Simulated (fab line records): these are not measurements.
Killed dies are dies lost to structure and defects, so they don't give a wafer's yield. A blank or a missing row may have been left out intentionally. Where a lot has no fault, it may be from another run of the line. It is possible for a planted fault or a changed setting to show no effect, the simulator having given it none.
Which tool was responsible? | flow sky130 | 7 lots (19 wafers sampled), 1 step of a 708-step route

WHAT EACH GAUGE READ, for each wafer
SKY_NWELL_OVL_MEAS_10.
lot  | measured    | on         | NWELL_00_OVL (nm)
L558 | day 5 02:46 | overlay-01 | 0.0 -0.5 1.5
L560 | day 5 13:37 | overlay-02 | 1.0 -1.1 -0.6
L562 | day 5 23:52 | overlay-01 | 0.7 1.7 1.2
L568 | day 7 12:47 | overlay-01 | 0.0 -0.6
L570 | day 7 21:23 | overlay-01 | 1.2 -0.5
L576 | day 9 10:10 | overlay-02 | -2.6 -1.4 -1.4
L578 | day 9 20:08 | overlay-02 | 0.2 0.6 0.9

TOOL THAT RAN EACH LOT (tool first, then ch and the chambers of the sampled wafers, then the start)
No process step before these readings appears in the record.

THE ANSWER, worked out from the rows above alone
Rule: usual is defined by the lots themselves. Put in order of their means at a reading, lots are off if they are a third of the lots or fewer, leave a main group of 4 or more, and stand apart from it by a gap of 3 or more times the standard deviation of the main group's means; of several such gaps the widest counts. Not used: any main group whose means are identical at the precision the tables above print for the reading. A lot without any number at a reading at which 4 lots or more have one is off too. All remaining lots with rows at the step are treated as sound.
Across all readings shown, no lot is off: no conclusion can be drawn from this.

WHAT THE SIMULATOR HAD PUT IN
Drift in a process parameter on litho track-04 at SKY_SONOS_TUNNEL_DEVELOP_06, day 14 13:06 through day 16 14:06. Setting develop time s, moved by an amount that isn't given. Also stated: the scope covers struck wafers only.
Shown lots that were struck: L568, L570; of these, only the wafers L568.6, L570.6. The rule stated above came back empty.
